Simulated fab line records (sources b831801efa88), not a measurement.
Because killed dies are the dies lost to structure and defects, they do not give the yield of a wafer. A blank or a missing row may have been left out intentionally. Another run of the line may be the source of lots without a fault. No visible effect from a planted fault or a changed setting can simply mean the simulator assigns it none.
Which tool did it?    flow gf180mcu    33 wafers sampled from 11 lots at 1 step of a route of 602

WHAT THE GAUGES SHOWED, per wafer
GF_STI_BOW_MEAS_00.
lot   measured     on             INCOMING_BOW (um)
L244  day 1 10:01  film_metro-04  7 7 3
L246  day 1 20:00  film_metro-04  15 9 7
L255  day 3 17:02  film_metro-03  -5 -1 11
L256  day 3 22:00  film_metro-03  5 -4 10
L257  day 4 03:02  film_metro-01  -8 10 -5
L258  day 4 08:02  film_metro-01  -12 3 -4
L259  day 4 13:00  film_metro-04  12 3 10
L261  day 4 23:00  film_metro-03  1 1 -8
L262  day 5 04:02  film_metro-03  5 -8 -7
L263  day 5 09:00  film_metro-03  5 -12 -3
L265  day 5 19:00  film_metro-01  4 7 -1

TOOL THAT RAN EACH LOT (tool first, then ch and the chambers of the sampled wafers, then the start)
No process step before these readings appears in the record.

WHAT THE TOOLS THEMSELVES READ (means of the sampled wafers that have a number; where no wafer has one, the mark that the record gives instead)
The record holds no such reading with a usual standard deviation.

THE ANSWER, worked out from the rows above alone
Rule: the usual values come from the lots themselves. The widest of any qualifying gaps counts: lots, ordered by their means at a reading, are off when they make up no more than a third of the lots, leave a main group of 4 or more, and stand apart from it by 3 or more times the standard deviation of that group's means. Not used: any main group whose means are identical at the precision the tables above print for the reading. A lot without any number at a reading at which 4 lots or more have one is off too. The other lots that the step has rows for count as sound. Order of review: gauges by route order, followed by the tools' own readings, for which a lot's mean as printed above is used. The first step at which some lot is off is used, and at that step the reading that is off furthest; a lot without a number counts as furthest.
Nothing can be told from this: no lot is off at any reading shown.

WHAT HAD BEEN PUT IN BY THE SIMULATOR
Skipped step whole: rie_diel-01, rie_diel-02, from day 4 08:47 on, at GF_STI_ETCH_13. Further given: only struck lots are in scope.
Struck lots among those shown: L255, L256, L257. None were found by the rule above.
